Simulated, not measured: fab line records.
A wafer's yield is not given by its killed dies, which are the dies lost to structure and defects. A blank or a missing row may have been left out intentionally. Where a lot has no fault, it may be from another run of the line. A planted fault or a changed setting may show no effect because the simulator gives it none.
fab line records	flow sky130
record: lots: 12	wafers: 34	lastDay: 50
route steps=708 shown LI_CONTACT@386 LOCAL_INTERCONNECT@389 CONTACT@429 PAD_OPEN@708
lots with no fault: from the same line, run without faults
startH: hours from the record's opening day to when the first of the lot's shown wafers began	waitH: hours from the lot's prior step to this one	" as in the row above	L1.1+2: one row covering several wafers at once	- no value, or no start was given	* or withheld: withheld	< > ~ a bound
route shown NAME@n: a module of which the file shows steps, and the number in the route of the first	usual: the fault-free wafers' mean and standard deviation	same: alike in all rows	chamber/n: place in a boat	sites: readings site by site	_std_site: how widely they spread, as a standard deviation	_edge_site: outer sites' mean less inner sites'	radiusMm: how far each site lies from the wafer's centre	mask NAME#n: copy n	behind: tool/chamber where the wafer was last shaped	hold: why the lot was held/for how many hours/how that ended	device: the transistor (n, p or np) that didn't switch	end of line: the route-end tests of the same wafers	a step given without rows: its recipe and nothing more	killed: at the first sort, the dies lost to defects and structure; wafer yield is something else	map: dies across one wafer; x = killed, . = not, _ = none there
set.NAME: setting as actually run; set.NAME@STEP: the setting as run at that earlier step	model.NAME: the simulator's own value behind a step, which no gauge read
one table for each step of the route and one row for each wafer, over a sample of lots
services: from which hour (startH, from the record's first day; less than 0 if before it) a tool's chamber was out of use, for how many hours, and why
== steps ==
step: SKY_LI_CONTACT_CMP_24
recipe: stopOn: PSG	tOverpolishS: 20	downForcePsi: 3.5	platenRpm: 60	targetThkNm: 0	padVelocityMS: 0.94248
usual: motorCurrentA: 10.8/1.7	overpolishRunS: 19.999/0.0089	timeToEndpointS: 98/4.6
same: tOverpolishS: 20
lot.wafer	tool	chamber	startH	waitH	motorCurrentA	overpolishRunS	timeToEndpointS
L765.4	cmp-02	2	696.43	0.0	9.9	19.981	95
L765.1	"	1	"	"	13.9	19.992	92
L765.6	"	3	"	"	8.9	19.989	100
L767.2	cmp-02	1	704.79	0.4	13.3	19.969	98
L767.1	"	3	"	"	9.4	20.002	100
L767.6	"	1	"	"	13.6	19.994	97
L766.4	cmp-02	2	709.28	0.1	10.4	19.987	95
L766.2	"	0	"	"	12.9	19.992	95
L766.5	"	1	"	"	13.1	20.000	96
L771.3	cmp-02	3	732.02	0.1	9.5	20.000	97
L771.2	"	0	"	"	11.6	19.995	91
L774.1	cmp-02	0	755.85	0.1	12.7	19.991	97
L774.2	"	1	"	"	13.1	19.993	92
L774.3	"	2	"	"	9.9	20.007	96
L775.1	cmp-02	0	763.05	0.1	12.8	19.992	95
L775.3	"	3	"	"	9.1	20.008	99
L775.6	"	0	"	"	12.5	20.003	93
L777.4	cmp-01	2	784.22	0.0	8.8	20.010	101
L777.5	"	2	"	"	9.1	19.985	103
L777.6	"	3	"	"	9.1	19.993	105
L783.3	cmp-01	2	829.32	0.0	8.9	19.985	99
L783.1	"	0	"	"	10.8	20.014	103
L783.5	"	3	"	"	9.2	19.988	97
L784.3	cmp-02	3	839.75	0.1	9.4	19.984	93
L784.2	"	1	"	"	13.1	19.998	91
L784.5	"	2	"	"	10.0	20.005	88
L785.4	cmp-01	2	845.27	0.1	8.9	19.994	100
L785.2	"	3	"	"	9.0	19.991	99
L785.6	"	1	"	"	10.8	20.009	98
L786.2	cmp-01	1	849.43	0.0	10.6	19.992	94
L786.4	"	2	"	"	9.0	20.015	97
L786.1	"	0	"	"	11.9	20.016	103
L788.3	cmp-01	3	855.55	0.1	9.1	19.992	100
L788.5	"	1	"	"	10.6	19.990	100
step: SKY_LOCAL_INTERCONNECT_THK_MEAS_02
recipe: thkMeasGauge: xrf	reads: TiN_of_LOCAL_INTERCONNECT_SPUTTER_00
usual: LOCAL_INTERCONNECT_TIN_THK: 101.7/1.2
lot.wafer	tool	chamber	startH	waitH	LOCAL_INTERCONNECT_TIN_THK[nm]
L765.1	filmMetro-01	-	696.91	0.1	99.4
L765.4	"	-	"	"	100.4
L765.6	"	-	"	"	101.7
L767.1	filmMetro-01	-	705.22	0.1	101.7
L767.2	"	-	"	"	103.9
L767.6	"	-	"	"	102.8
L766.2	filmMetro-03	-	709.72	0.1	100.6
L766.4	"	-	"	"	101.0
L766.5	"	-	"	"	100.7
L771.2	filmMetro-04	-	732.46	0.1	104.1
L771.3	"	-	"	"	103.6
L774.1	filmMetro-04	-	756.28	0.1	103.5
L774.2	"	-	"	"	101.0
L774.3	"	-	"	"	102.0
L775.1	filmMetro-04	-	763.53	0.1	103.5
L775.3	"	-	"	"	104.5
L775.6	"	-	"	"	103.5
L777.4	filmMetro-01	-	784.73	0.1	103.4
L777.5	"	-	"	"	101.9
L777.6	"	-	"	"	102.6
L783.1	filmMetro-01	-	829.80	0.1	101.5
L783.3	"	-	"	"	100.1
L783.5	"	-	"	"	100.8
L784.2	filmMetro-01	-	840.19	0.1	98.1
L784.3	"	-	"	"	99.7
L784.5	"	-	"	"	100.5
L785.2	filmMetro-01	-	845.66	0.1	102.7
L785.4	"	-	"	"	102.6
L785.6	"	-	"	"	101.5
L786.1	filmMetro-01	-	849.92	0.1	101.5
L786.2	"	-	"	"	101.2
L786.4	"	-	"	"	101.5
L788.3	filmMetro-03	-	855.95	0.1	101.1
L788.5	"	-	"	"	101.3
step: SKY_LOCAL_INTERCONNECT_ETCH_13
recipe: chemistry: N2/H2	target: BARC	ionEnergyEv: 204.9	biasW: 100	pressureMtorr: 30	n2FlowSccm: 100	h2FlowSccm: 200	icpW: 500	stopOn: SiO2	timeS: 45.9	targetDepthA: 600
usual: drypumpMotorCurrentA: 5.3/0.42	oesProductAu: 0.855/0.0045	rfFwdPowerW: 495.1/2.4	throttleValvePct: 13.225/0.0091
lot.wafer	tool	chamber	startH	waitH	drypumpMotorCurrentA	oesProductAu	rfFwdPowerW	rfHoursCounterH	throttleValvePct
L765.1	rieMetal-01	0	723.65	0.0	5.6	0.856	494.2	5	13.211
L765.4	"	1	"	"	5.1	0.857	498.2	-	13.200
L765.6	"	0	"	"	5.6	0.856	494.4	-	13.220
L767.1	rieMetal-01	1	732.59	0.0	5.0	0.860	498.1	0	13.224
L767.2	"	0	"	"	5.6	0.857	495.4	5	13.216
L767.6	"	0	"	"	5.6	0.853	497.5	-	13.225
L766.2	rieMetal-02	0	737.34	0.0	6.0	0.853	494.7	13	13.222
L766.4	"	1	"	"	4.7	0.857	497.6	-	13.207
L766.5	"	1	"	"	4.7	0.854	495.2	-	13.228
L771.2	rieMetal-01	0	759.54	0.0	5.6	0.851	497.0	6	13.231
L771.3	"	0	"	"	5.6	0.853	496.6	-	13.226
L774.1	rieMetal-01	1	782.64	0.0	5.1	0.854	499.8	2	13.223
L774.2	"	0	"	"	5.6	0.851	493.8	7	13.226
L774.3	"	1	"	"	5.1	0.841	499.3	-	13.228
L775.1	rieMetal-03	0	790.74	0.0	5.8	0.859	496.3	9	13.219
L775.3	"	1	"	"	5.3	0.858	493.1	-	13.241
L775.6	"	0	"	"	5.8	0.861	495.4	-	13.204
L777.4	rieMetal-03	1	812.01	0.0	5.2	0.854	490.5	-	13.233
L777.5	"	1	"	"	5.2	0.857	491.9	-	13.211
L777.6	"	0	"	"	5.8	0.862	495.3	-	13.213
L783.1	rieMetal-03	1	855.85	0.0	5.2	0.856	492.3	15	13.225
L783.3	"	1	"	"	5.2	0.857	492.2	-	13.223
L783.5	"	0	"	"	5.8	0.853	496.4	-	13.218
L784.2	rieMetal-03	1	866.79	0.0	5.3	0.851	491.4	15	13.245
L784.3	"	0	"	"	5.8	0.861	495.2	-	13.234
L784.5	"	1	"	"	5.3	0.859	491.0	-	13.225
L785.2	rieMetal-02	0	871.89	0.0	6.0	0.864	496.1	1	13.210
L785.4	"	1	"	"	4.7	0.860	495.0	-	13.233
L785.6	"	0	"	"	6.0	0.867	498.3	-	13.220
L786.1	rieMetal-01	0	876.34	0.0	5.6	0.852	495.0	11	13.227
L786.2	"	1	"	"	5.1	0.852	495.6	6	13.235
L786.4	"	0	"	"	5.6	0.843	495.0	-	13.232
L788.3	rieMetal-01	0	881.96	0.0	5.6	0.850	501.0	-	13.225
L788.5	"	1	"	"	5.1	0.858	496.2	-	13.227
step: SKY_LOCAL_INTERCONNECT_STRIP_15
recipe: chemistry: O2/N2	powerW: 1400	pressureMtorr: 1500	platenTempC: withheld	o2FlowSccm: 3000	n2FlowSccm: 300	overashFraction: 0.5
usual: drypumpMotorCurrentA: 5.6/0.41	oesProductAu: 0.427/0.0049	stripTimeToEndpointS: 4.722/0.021
lot.wafer	tool	chamber	startH	waitH	drypumpMotorCurrentA	oesProductAu	rfHoursCounterH	stripTimeToEndpointS
L765.1	plasmaAsher-01	1	723.77	0.0	6.1	0.424	29	4.699
L765.4	"	0	"	"	5.5	0.429	-	4.712
L765.6	"	1	"	"	6.1	0.421	-	4.708
L767.1	plasmaAsher-04	0	732.70	0.0	5.2	0.433	95	4.716
L767.2	"	1	"	"	6.4	0.426	95	4.705
L767.6	"	1	"	"	6.3	0.431	-	4.707
L766.2	plasmaAsher-03	0	737.45	0.0	5.3	0.428	63	4.714
L766.4	"	1	"	"	5.5	0.428	-	4.736
L766.5	"	1	"	"	5.5	0.423	-	4.757
L771.2	plasmaAsher-03	0	759.65	0.0	5.3	0.425	65	4.712
L771.3	"	0	"	"	5.3	0.421	-	4.692
L774.1	plasmaAsher-04	1	782.75	0.0	6.3	0.422	100	4.698
L774.2	"	0	"	"	5.1	0.427	100	4.696
L774.3	"	1	"	"	6.4	0.425	-	4.715
L775.1	plasmaAsher-04	1	790.85	0.0	6.4	0.428	101	4.718
L775.3	"	0	"	"	5.1	0.432	-	4.742
L775.6	"	1	"	"	6.4	0.434	-	4.708
L777.4	plasmaAsher-01	0	812.13	0.1	5.4	0.424	-	4.704
L777.5	"	1	"	"	6.1	0.419	-	4.709
L777.6	"	0	"	"	5.4	0.436	-	4.698
L783.1	plasmaAsher-03	1	855.97	0.0	5.5	0.435	75	4.722
L783.3	"	1	"	"	5.5	0.429	-	4.713
L783.5	"	0	"	"	5.3	0.425	-	4.503
L784.2	plasmaAsher-03	0	866.90	0.0	5.3	0.429	76	4.697
L784.3	"	0	"	"	5.3	0.424	-	4.496
L784.5	"	1	"	"	5.5	0.423	-	4.719
L785.2	plasmaAsher-04	0	872.00	0.0	5.1	0.423	109	4.713
L785.4	"	0	"	"	5.1	0.433	-	4.730
L785.6	"	1	"	"	6.4	0.424	-	4.708
L786.1	plasmaAsher-04	1	876.45	0.0	6.4	0.416	109	4.714
L786.2	"	0	"	"	5.1	0.424	109	4.746
L786.4	"	1	"	"	6.4	0.422	-	4.722
L788.3	plasmaAsher-04	0	882.08	0.1	5.1	0.422	-	4.716
L788.5	"	1	"	"	6.4	0.436	-	4.744
step: SKY_CONTACT_SPUTTER_23
recipe: material: TiN	targetThkNm: 20	chamberPressurePa: 5	powerW: 4000	timeS: 78.68
usual: cathodeDcPowerW: 4000.0/0.7	throttleValvePct: 30.0/1.3
lot.wafer	tool	chamber	startH	waitH	cathodeDcPowerW	throttleValvePct
L765.1	pvdSputter-04	-	753.24	0.0	4000.3	32.1
L765.4	"	-	"	"	3999.9	30.3
L765.6	"	-	"	"	4000.8	28.5
L767.1	pvdSputter-01	-	761.64	0.0	3999.3	30.6
L767.2	"	-	"	"	4001.0	29.9
L767.6	"	-	"	"	3999.6	30.8
L766.2	pvdSputter-01	-	767.38	0.0	3999.4	29.2
L766.4	"	-	"	"	4000.3	30.6
L766.5	"	-	"	"	4000.1	29.1
L771.2	pvdSputter-04	-	789.04	0.0	4000.8	30.1
L771.3	"	-	"	"	4000.5	28.6
L774.1	pvdSputter-01	-	811.58	0.0	4001.1	30.4
L774.2	"	-	"	"	3998.3	30.7
L774.3	"	-	"	"	4000.3	29.9
L775.1	pvdSputter-03	-	819.70	0.0	4000.4	30.2
L775.3	"	-	"	"	4000.2	27.1
L775.6	"	-	"	"	3998.8	31.7
L777.4	pvdSputter-03	-	840.39	0.0	4000.4	31.7
L777.5	"	-	"	"	3999.8	31.8
L777.6	"	-	"	"	4000.1	30.1
L783.1	pvdSputter-01	-	884.57	0.0	4001.0	30.2
L783.3	"	-	"	"	3999.7	30.4
L783.5	"	-	"	"	4000.4	30.8
L784.2	pvdSputter-03	-	895.02	0.0	3999.3	30.2
L784.3	"	-	"	"	4000.6	29.5
L784.5	"	-	"	"	3999.9	29.9
L785.2	pvdSputter-01	-	899.61	0.0	4001.4	30.4
L785.4	"	-	"	"	4000.9	29.1
L785.6	"	-	"	"	3999.5	30.1
L786.1	pvdSputter-03	-	903.73	0.0	3999.6	30.2
L786.2	"	-	"	"	3999.7	31.6
L786.4	"	-	"	"	4001.2	29.6
L788.3	pvdSputter-03	-	908.98	0.0	3998.8	27.2
L788.5	"	-	"	"	3999.7	29.6
step: SKY_PAD_OPEN_PROBE_99
usual: killed_at_M0_to_M3: 44/6.3	killed_at_M4_up: 3.1/1.8	killedAtContacts: 25/5.1	killedAtFrontEnd: 15/4.1	killedAtOther: 0.3/0.71	killedDies: 87/8.8	killedOnRim: 17/3.7	killedOpen: 47/6.8	killedShort: 40/6.7
same: grossDies: 492	killedAtBackSide: 0
lot.wafer	tool	chamber	startH	waitH	killed_at_M0_to_M3	killed_at_M4_up	killedAtContacts	killedAtFrontEnd	killedAtOther	killedDies	killedOnRim	killedOpen	killedShort
L777.4	prober-02	-	1155.00	0.2	38	2	22	15	0	77	15	51	26
L777.5	prober-02	-	1155.05	0.2	50	2	37	14	0	103	20	52	51
L777.6	prober-02	-	1155.10	0.2	43	5	31	11	1	91	16	43	48
killed by level:class
L777.4 VIA1:geometricParticle:open=13 CONTACT:geometricParticle:open=9 LI_CONTACT:geometricParticle:open=8 VIA2:geometricParticle:open=7 FIELD_ISO:geometricParticle:short=6 VIA1:geometricParticle:short=6 FIELD_ISO:geometricParticle:open=5 METAL2:geometricParticle:short=3
L777.5 CONTACT:geometricParticle:open=11 LI_CONTACT:geometricParticle:open=9 LOCAL_INTERCONNECT:geometricParticle:short=9 VIA1:geometricParticle:short=9 VIA1:geometricParticle:open=9 VIA2:geometricParticle:open=7 CONTACT:geometricParticle:short=6 FIELD_ISO:geometricParticle:short=5
L777.6 VIA1:geometricParticle:open=11 CONTACT:geometricParticle:open=10 METAL1:geometricParticle:short=9 LI_CONTACT:geometricParticle:short=6 LOCAL_INTERCONNECT:geometricParticle:short=5 METAL2:geometricParticle:short=5 FIELD_ISO:geometricParticle:open=4 CONTACT:geometricParticle:short=4
== services ==
tool	chamber	startH	hours	kind
cmp-01	-	677.72	74.2	repair
plasmaAsher-03	-	681.79	1.5	repair
rieMetal-03	-	684.81	15.6	pm
plasmaAsher-03	-	701.90	4.3	pm
plasmaAsher-01	-	705.87	4.0	repair
cmp-02	-	711.35	2.6	repair
rieMetal-02	-	714.61	2.8	pm
cmp-02	-	718.48	0.4	repair
rieMetal-02	0	731.59	3.6	repair
cmp-02	-	744.07	4.0	pm
rieMetal-02	0	746.36	12.7	repair
cmp-01	-	751.92	8.0	pm
pvdSputter-03	-	752.70	2.8	repair
cmp-02	-	763.85	6.0	pm
cmp-01	-	777.55	0.9	repair
cmp-02	-	784.18	2.1	repair
rieMetal-03	-	787.59	2.8	pm
cmp-02	-	793.63	0.2	repair
cmp-02	-	811.31	5.6	pm
plasmaAsher-03	-	817.15	2.2	repair
cmp-01	-	855.89	5.8	pm
plasmaAsher-04	-	868.70	3.2	repair
cmp-01	-	881.53	0.9	repair
plasmaAsher-04	-	904.56	2.8	pm
== key ==
firstSign: step: SKY_LOCAL_INTERCONNECT_STRIP_15	reading: stripTimeToEndpointS	direction: down	sigmas: 11	usual: *	struck: *
effect none on later readings
metAt SKY_LOCAL_INTERCONNECT_ETCH_13
struckLots L783,L784
struckWafers L783.5,L784.3
testerLeftOut L783,L784
notActingAt SKY_LI_CONTACT_CMP_24,SKY_LOCAL_INTERCONNECT_THK_MEAS_02,SKY_CONTACT_SPUTTER_23
onsetBetween 812.01 855.85
fault: kind: processParameterDrift	tool: rieMetal-03	chamber: 0	onsetH: 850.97	steps: SKY_LOCAL_INTERCONNECT_ETCH_13	channel: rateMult	offset: 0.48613	shape: step	endH: 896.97
testerLeftOut: of these lots the tester's yield and bins aren't shown, on N5 and GAA mostly nor the transistor test; their killed dies are dies lost to structure and defects alone, not to doping, threshold or leakage, so they don't give the yield
